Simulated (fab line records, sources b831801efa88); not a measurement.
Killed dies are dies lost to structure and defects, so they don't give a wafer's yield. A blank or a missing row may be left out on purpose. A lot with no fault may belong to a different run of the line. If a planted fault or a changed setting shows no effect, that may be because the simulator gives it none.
Which tool is to blame? -- flow sky130 -- 36 wafers from 12 lots sampled at 3 of the route's 708 steps

## WHAT THE GAUGES SHOWED, per wafer
SKY_POLY_CUT_CD_MEAS_08 targets a cd of 270 nm.
lot,measured,on,cd-nm (nm)
L825,day 24 19:15,cd-sem-02,270.7 269.0 271.1
L826,day 25 02:17,cd-sem-02,272.7 270.9 271.4
L829,day 25 23:43,cd-sem-02,270.0 270.0 269.2
L831,day 27 12:34,cd-sem-02,270.1 271.3 270.0
L833,day 27 15:25,cd-sem-02,270.5 272.4 271.4
L835,day 28 01:31,cd-sem-02,266.0 266.1 267.6
L834,day 28 05:16,cd-sem-02,268.1 269.3 268.5
L838,day 29 11:16,cd-sem-02,270.6 267.8 269.7
L839,day 29 14:17,cd-sem-02,270.2 269.9 269.2
L840,day 30 01:43,cd-sem-02,270.6 271.6 272.2
L841,day 30 02:29,cd-sem-02,267.9 269.0 267.5
L847,day 32 05:04,cd-sem-02,270.9 272.0 270.6

SKY_SD_P_CD_MEAS_07 targets a cd of 380 nm.
lot,measured,on,cd-nm (nm)
L825,day 26 00:19,cd-sem-01,378.2 378.4 379.0
L826,day 26 07:49,cd-sem-02,377.6 379.0 378.3
L829,day 27 04:50,cd-sem-01,383.3 382.6 385.1
L831,day 28 17:47,cd-sem-02,379.6 378.6 376.2
L833,day 28 19:35,cd-sem-02,382.2 380.5 383.7
L835,day 29 06:11,cd-sem-01,382.9 382.3 383.1
L834,day 29 09:53,cd-sem-02,379.8 381.4 379.8
L838,day 30 15:47,cd-sem-02,380.1 378.8 379.3
L839,day 30 18:11,cd-sem-02,378.6 380.6 381.9
L840,day 31 04:41,cd-sem-01,382.3 382.0 385.3
L841,day 31 05:35,cd-sem-01,380.9 378.6 380.9
L847,day 33 08:38,cd-sem-01,379.4 380.4 378.9

## WHAT TOOL EACH LOT RAN ON (gives the tool, then ch and the chambers of the sampled wafers, and finally the start)
lot,SKY_LDD_LDN_STRIP_12
L825,"plasma-asher-02 ch 0,1, day 23 11:58"
L826,"plasma-asher-01 ch 0,1, day 23 18:52"
L829,"plasma-asher-03 ch 0,1, day 24 16:16"
L831,"plasma-asher-02 ch 0,1, day 26 06:37"
L833,"plasma-asher-03 ch 0,1, day 26 09:15"
L835,"plasma-asher-01 ch 0,1, day 26 18:09"
L834,"plasma-asher-01 ch 0,1, day 26 22:22"
L838,"plasma-asher-02 ch 0,1, day 28 03:10"
L839,"plasma-asher-03 ch 0,1, day 28 06:10"
L840,"plasma-asher-01 ch 0, day 28 18:58"
L841,"plasma-asher-01 ch 0,1, day 28 20:01"
L847,"plasma-asher-02 ch 0,1, day 30 22:55"
- SKY_LDD_LDN_STRIP_12: strips in O2/N2.

## WHAT THE TOOLS THEMSELVES READ (means of the sampled wafers that have a number; where no wafer has one, the mark that the record gives instead)
SKY_LDD_LDN_STRIP_12.
lot,tool,drypump-motor-current-A (A),oes-product-au (a.u.),strip-time-to-endpoint-s (s)
L825,plasma-asher-02,5.7,0.720,14.17
L826,plasma-asher-01,5.7,0.716,14.14
L829,plasma-asher-03,5.6,0.718,14.12
L831,plasma-asher-02,5.8,0.719,14.19
L833,plasma-asher-03,5.6,0.717,14.19
L835,plasma-asher-01,5.9,0.716,14.17
L834,plasma-asher-01,5.9,0.713,14.20
L838,plasma-asher-02,5.8,0.713,14.21
L839,plasma-asher-03,5.9,0.717,14.21
L840,plasma-asher-01,5.5,0.715,14.22
L841,plasma-asher-01,5.9,0.715,14.15
L847,plasma-asher-02,5.7,0.715,14.16

## THE ANSWER, worked out from the rows above alone
Rule: usual is defined by the lots themselves. The widest of any qualifying gaps counts: lots, ordered by their means at a reading, are off when they make up no more than a third of the lots, leave a main group of 4 or more, and stand apart from it by 3 or more times the standard deviation of that group's means. A main group is skipped when, at the precision printed for the reading in the tables above, its means are all equal. Also off: a lot with no number at a reading for which 4 or more lots have one. All remaining lots with rows at the step are treated as sound. After the gauges, taken in route order, come the tools' own readings; for these a lot's mean is taken, as printed above. At the first step where some lot is off, the reading lying furthest off is the one used; lots without a number count as furthest.
No lot is off at any reading shown: from this, nothing can be told.

## WHAT THE SIMULATOR HAD PUT IN
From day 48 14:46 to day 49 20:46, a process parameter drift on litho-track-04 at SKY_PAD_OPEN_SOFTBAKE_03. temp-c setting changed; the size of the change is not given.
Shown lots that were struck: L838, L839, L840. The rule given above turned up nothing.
